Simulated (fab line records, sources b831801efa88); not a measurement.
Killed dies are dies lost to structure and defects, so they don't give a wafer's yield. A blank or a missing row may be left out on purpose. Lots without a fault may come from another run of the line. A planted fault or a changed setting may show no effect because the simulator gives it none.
A struck lot beside a sound one | flow sfq_line | 42 steps out of a route of 325
Sound: wafers L550.1, L550.5, L550.6. Struck: wafer L560.4. (L560.5, L560.6 of the same lot were not struck and are left out.) The cause comes at the end.
At each step with rows: each side's tool, then ch and its chambers, then its first start. Under that, the readings that differ: sound wafers | struck wafers | difference of the means | sigmas: that difference in standard deviations of wafers without a fault.
alike: readings whose means differ by less than 2 such deviations, and words and numbers that are the same on both sides. not compared: withheld readings, readings that some wafer has no value for, bounds like >300 that may hide the same value, and numbers for which the record gives no deviation and whose values overlap.
The two part at a step that has a row with sigmas, a row that says differs or no value, or rows on one side only. Numbers that don't overlap but have no deviation are shown without sigmas and don't part them. A reading that every wafer of one side lacks parts them only if that side has two wafers or more.

first, 6 steps without rows for these wafers: SFQ_TRILAYER_M6_LITHO_COAT_164 (resist thk 62 nm); SFQ_TRILAYER_M6_LITHO_COAT_159 (resist thk 600 nm); SFQ_TRILAYER_M6_LITHO_SOFTBAKE_163; SFQ_TRILAYER_M6_LITHO_EXPOSE_160 (exposes mask M6, target cd 500 nm); SFQ_TRILAYER_M6_LITHO_PEB_162 (peb time 60 s); SFQ_TRILAYER_M6_LITHO_DEVELOP_161 (time 60 s).
SFQ_M6_OVL_MEAS_940:
  sound on overlay-01, day 71 12:22; struck on overlay-01, day 72 12:30
  alike: M6_OVL
then, 2 steps without rows for these wafers: SFQ_TRILAYER_M6_BARC_OPEN_METAL_ETCH_206 (etches BARC in O2, target depth 125 nm, time 41.7 s); SFQ_TRILAYER_M6_ETCH_METAL_ETCH_162 (etches Nb in Cl2/Ar, stops on SiO2, target depth 240 nm, time 120 s).
SFQ_TRILAYER_M6_STRIP_STRIP_163: strips in O2.
  sound on rie_metal-04 ch 0,1, day 71 12:35; struck on rie_metal-01 ch 1, day 72 12:54
  alike: drypump_motor_current_A, oes_product_au
  not compared: rf_hours_counter_h
then, 2 steps without rows for these wafers: SFQ_TRILAYER_M6_STRIP_SOLV_CLEAN_164 (cleans in NMP, time 600 s); SFQ_TRILAYER_I6_DEP_PECVD_165 (deposits SiO2 from SiH4/N2O, time 111.11 s, target thk 500 nm).
SFQ_TRILAYER_I6_CMP_CMP_166: polishes SiO2.
  sound on cmp-01 ch 0,1,2, day 71 14:56; struck on cmp-01 ch 2, day 72 15:40
  reading                                             | sound             | struck | difference | sigmas
  time_to_endpoint_s (s)                              | 209 213 231       | 285    | +67        | +8
  model.SiO2_of_TRILAYER_I6_DEP_PECVD_165.thk_nm (nm) | 199.2 199.1 202.2 | 308.2  | +108.0     |
  alike: motor_current_A
SFQ_I6_BOW_MEAS_941:
  sound on film_metro-03, day 71 16:26; struck on film_metro-03, day 72 17:14
  alike: I6_BOW
SFQ_TRILAYER_I6_METRO_MEASURE_167:
  sound on film_metro-03, day 71 16:33; struck on film_metro-03, day 72 17:53
  reading     | sound             | struck | difference | sigmas
  thk_nm (nm) | 199.2 199.0 202.1 | 308.1  | +108.0     | +98
then, 6 steps without rows for these wafers: SFQ_TRILAYER_I6_VIA_LITHO_COAT_174 (resist thk 62 nm); SFQ_TRILAYER_I6_VIA_LITHO_COAT_169 (resist thk 650 nm); SFQ_TRILAYER_I6_VIA_LITHO_SOFTBAKE_173; SFQ_TRILAYER_I6_VIA_LITHO_EXPOSE_170 (exposes mask I6, target cd 700 nm); SFQ_TRILAYER_I6_VIA_LITHO_PEB_172 (peb time 60 s); SFQ_TRILAYER_I6_VIA_LITHO_DEVELOP_171 (time 60 s).
-- the record jumps here: 5 days lie between the struck wafers' starts before and after --
SFQ_I6_OVL_MEAS_942:
  sound on overlay-01, day 76 14:14; struck on overlay-01, day 77 16:19
  alike: I6_OVL
then, 1 step without rows for these wafers: SFQ_TRILAYER_I6_VIA_BARC_OPEN_VIA_ETCH_235 (etches BARC in O2, target depth 125 nm, time 41.7 s).
SFQ_TRILAYER_I6_VIA_ETCH_VIA_ETCH_172: etches SiO2 in CHF3, stops on Nb, target depth 260 nm.
  sound on rie_diel-04 ch 1,2, day 76 14:19; struck on rie_diel-03 ch 2, day 77 16:26
  reading                        | sound             | struck | difference | sigmas
  oes_product_au (a.u.)          | 0.858 0.844 0.855 | 0.993  | +0.141     | +27
  model.etch.depth_nm (nm)       | 199.2 199.1 202.2 | 258.8  | +58.6      |
  model.I6.feature_depth_nm (nm) | 199.2 199.1 202.2 | 258.8  | +58.6      |
  alike: drypump_motor_current_A
SFQ_TRILAYER_I6_VIA_STRIP_STRIP_173: strips in O2.
  sound on rie_metal-02 ch 1, day 76 14:26; struck on rie_metal-02 ch 1, day 77 17:10
  alike: drypump_motor_current_A, oes_product_au
  not compared: rf_hours_counter_h
then, 1 step without rows for these wafers: SFQ_TRILAYER_I6_VIA_STRIP_SOLV_CLEAN_174 (cleans in NMP, time 600 s).
SFQ_TRILAYER_M7_DEP_PRE_CLEAN_176: time 22.5 s.
  sound on pvd_sputter-05, day 76 15:48; struck on pvd_sputter-06, day 77 17:56
  reading                                             | sound             | struck | difference | sigmas
  model.SiO2_of_TRILAYER_I6_DEP_PECVD_165.thk_nm (nm) | 191.7 191.6 194.7 | 300.7  | +108.0     |
then, 1 step without rows for these wafers: SFQ_TRILAYER_M7_DEP_SPUTTER_175 (material Nb, target thk 200 nm, time 133.3 s).
SFQ_M7_RS_MEAS_943: measures by four-point-probe.
  sound on film_metro-01, day 76 15:55; struck on film_metro-04, day 77 18:07
  alike: M7_NB_RS
then, 6 steps without rows for these wafers: SFQ_TRILAYER_M7_LITHO_COAT_182 (resist thk 62 nm); SFQ_TRILAYER_M7_LITHO_COAT_177 (resist thk 600 nm); SFQ_TRILAYER_M7_LITHO_SOFTBAKE_181; SFQ_TRILAYER_M7_LITHO_EXPOSE_178 (exposes mask M7, target cd 500 nm); SFQ_TRILAYER_M7_LITHO_PEB_180 (peb time 60 s); SFQ_TRILAYER_M7_LITHO_DEVELOP_179 (time 60 s).
SFQ_M7_OVL_MEAS_945:
  sound on overlay-02, day 78 01:18; struck on overlay-01, day 78 19:19
  alike: M7_OVL
SFQ_TRILAYER_M7_BARC_OPEN_METAL_ETCH_229: etches BARC in O2, target depth 125 nm, time 41.7 s.
  sound on rie_metal-04 ch 0,1, day 78 01:20; struck on rie_metal-02 ch 0, day 78 19:21
  alike: drypump_motor_current_A, oes_product_au
  not compared: rf_hours_counter_h
SFQ_TRILAYER_M7_ETCH_METAL_ETCH_180: etches Nb in Cl2/Ar, stops on SiO2, target depth 240 nm, time 120 s.
  sound on rie_metal-04 ch 0,1, day 78 01:23; struck on rie_metal-02 ch 0, day 78 19:26
  alike: drypump_motor_current_A, oes_product_au
  not compared: rf_hours_counter_h
then, 2 steps without rows for these wafers: SFQ_TRILAYER_M7_STRIP_STRIP_181 (strips in O2); SFQ_TRILAYER_M7_STRIP_SOLV_CLEAN_182 (cleans in NMP, time 600 s).
SFQ_TRILAYER_I7_DEP_PECVD_183: deposits SiO2 from SiH4/N2O, time 111.11 s, target thk 500 nm.
  sound on pecvd-01 ch 0,1,2, day 78 02:17; struck on pecvd-01 ch 1, day 78 20:20
  alike: heater_power_outer_w, heater_power_w, throttle_valve_pct
-- the record jumps here: 7 days lie between the struck wafers' starts before and after --
SFQ_M8_BOW_MEAS_951:
  sound on film_metro-02, day 84 11:26; struck on film_metro-01, day 86 05:10
  reading                 | sound             | struck | difference | sigmas
  model.etest.i6.link_ohm | 1.913 1.914 1.891 | 1e+06  | +1e+06     |
  alike: M8_BOW

WHERE THEY PART
First at SFQ_TRILAYER_I6_CMP_CMP_166; last, within this record, at SFQ_TRILAYER_I6_VIA_ETCH_VIA_ETCH_172. Later steps at which nothing parts them and some readings are alike: SFQ_TRILAYER_I6_VIA_STRIP_STRIP_173, SFQ_M7_RS_MEAS_943, SFQ_M7_OVL_MEAS_945, SFQ_TRILAYER_M7_BARC_OPEN_METAL_ETCH_229, SFQ_TRILAYER_M7_ETCH_METAL_ETCH_180, SFQ_TRILAYER_I7_DEP_PECVD_183, SFQ_M8_BOW_MEAS_951.

WHY: what the simulator had put in
Process parameter drift: cmp-01, from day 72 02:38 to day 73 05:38, at SFQ_TRILAYER_I6_CMP_CMP_166. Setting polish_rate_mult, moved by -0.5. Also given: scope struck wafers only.
